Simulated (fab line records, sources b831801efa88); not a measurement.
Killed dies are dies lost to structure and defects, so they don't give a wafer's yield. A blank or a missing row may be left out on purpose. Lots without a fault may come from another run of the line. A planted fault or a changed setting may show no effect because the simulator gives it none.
Which tool did it? | flow sky130 | 14 lots, 42 wafers sampled, at 3 steps of a route of 708

WHAT THE GAUGES READ, wafer by wafer
SKY_LDD_P_CD_MEAS_07: target cd 380 nm. Usual: cd_nm 379.9 nm, standard deviation 2.7.
lot  | measured     | on        | cd_nm (nm)        | flag
L798 | day 20 12:16 | cd_sem-01 | 375.6 372.9 375.2 |
L797 | day 20 16:58 | cd_sem-02 | 379.5 377.9 378.6 |
L799 | day 21 00:35 | cd_sem-02 | 380.4 380.6 378.6 |
L800 | day 21 01:28 | cd_sem-02 | 381.7 381.6 380.7 |
L803 | day 22 01:15 | cd_sem-01 | 382.2 379.9 382.0 |
L805 | day 22 18:10 | cd_sem-02 | 381.0 381.1 381.5 |
L814 | day 25 20:01 | cd_sem-02 | 377.9 378.9 378.1 |
L812 | day 25 22:42 | cd_sem-02 | 376.8 378.3 377.6 |
L813 | day 25 23:07 | cd_sem-01 | 379.8 380.9 379.5 |
L815 | day 26 03:59 | cd_sem-01 | 377.6 377.6 378.9 |
L816 | day 26 12:49 | cd_sem-01 | 385.1 384.4 387.5 |
L817 | day 26 12:59 | cd_sem-02 | 380.8 383.6 382.0 |
L818 | day 26 21:50 | cd_sem-02 | 376.4 375.0 374.7 |
L819 | day 26 23:20 | cd_sem-02 | 376.3 376.8 376.8 |

SKY_LDD_P_OVL_MEAS_08. Usual: LDD_P_OVL -2.2 nm, standard deviation 1.5.
lot  | measured     | on         | LDD_P_OVL (nm) | flag
L798 | day 20 12:23 | overlay-01 | -5.5 -3.6 -1.5 |
L797 | day 20 17:05 | overlay-02 | -3.6 -4.2 -3.4 |
L799 | day 21 00:41 | overlay-01 | -2.1 -2.7 -1.6 |
L800 | day 21 01:35 | overlay-02 | -1.1 -1.1 0.7  |
L803 | day 22 01:20 | overlay-01 | -1.5 -3.4 -2.5 |
L805 | day 22 18:17 | overlay-01 | -2.1 -2.1 -2.3 |
L814 | day 25 20:08 | overlay-01 | -1.0 -3.1 0.1  |
L812 | day 25 22:47 | overlay-01 | -3.4 -2.1 -0.7 |
L813 | day 25 23:14 | overlay-01 | -2.9 -2.2 -1.3 |
L815 | day 26 04:07 | overlay-01 | 1.0 0.3 -1.3   |
L816 | day 26 12:56 | overlay-02 | -1.3 -1.3 -2.5 |
L817 | day 26 13:05 | overlay-01 | -0.9 -0.2 -2.3 |
L818 | day 26 21:56 | overlay-02 | -2.4 -3.0 -2.5 |
L819 | day 26 23:27 | overlay-02 | -1.1 -4.0 -4.2 |

WHICH TOOL RAN EACH LOT (tool, then ch and the chambers of the sampled wafers, then the start)
lot  | SKY_LDD_P_DEVELOP_06
L798 | litho_track-01 ch 0, day 20 12:07
L797 | litho_track-03 ch 0, day 20 16:47
L799 | litho_track-02 ch 0, day 21 00:26
L800 | litho_track-01 ch 0, day 21 01:19
L803 | litho_track-01 ch 0, day 22 01:07
L805 | litho_track-01 ch 0, day 22 18:01
L814 | litho_track-02 ch 0, day 25 19:52
L812 | litho_track-02 ch 0, day 25 22:34
L813 | litho_track-01 ch 0, day 25 22:58
L815 | litho_track-03 ch 0, day 26 03:41
L816 | litho_track-02 ch 0, day 26 12:40
L817 | litho_track-01 ch 0, day 26 12:50
L818 | litho_track-02 ch 0, day 26 21:41
L819 | litho_track-03 ch 0, day 26 23:11
- SKY_LDD_P_DEVELOP_06: develop time 60 s.

WHAT THE TOOLS THEMSELVES READ (means of the sampled wafers that have a number; where no wafer has one, the mark that the record gives instead)
SKY_LDD_P_DEVELOP_06. Usual: developer_temp_C 23.00 C, standard deviation 0.11.
lot  | tool           | developer_temp_C (C) | flag
L798 | litho_track-01 | 23.10                |
L797 | litho_track-03 | 22.99                |
L799 | litho_track-02 | 22.93                |
L800 | litho_track-01 | 23.09                |
L803 | litho_track-01 | 22.39                | OFF
L805 | litho_track-01 | 22.13                | OFF
L814 | litho_track-02 | 23.02                |
L812 | litho_track-02 | 23.12                |
L813 | litho_track-01 | 22.89                |
L815 | litho_track-03 | 23.03                |
L816 | litho_track-02 | 22.92                |
L817 | litho_track-01 | 23.06                |
L818 | litho_track-02 | 22.84                |
L819 | litho_track-03 | 23.05                |

THE ANSWER, worked out from the rows above alone
Rule: a lot is off if the mean of its wafers that have a number lies more than 3 standard deviations from the usual mean. A lot without any number at a reading at which 4 lots or more have one is off too. The other lots that the step has rows for count as sound. The gauges are gone through in route order, then the tools' own readings, and for those a lot's mean is taken as printed above. The first step at which some lot is off is used, and at that step the reading that is off furthest; a lot without a number counts as furthest.
Off: L803, L805, at SKY_LDD_P_DEVELOP_06 (developer_temp_C).
A tool fits if, at that step or a process step before it, it ran every lot that is off, and no sound lot after the first of them. None of those tried fits.

WHAT THE SIMULATOR HAD PUT IN
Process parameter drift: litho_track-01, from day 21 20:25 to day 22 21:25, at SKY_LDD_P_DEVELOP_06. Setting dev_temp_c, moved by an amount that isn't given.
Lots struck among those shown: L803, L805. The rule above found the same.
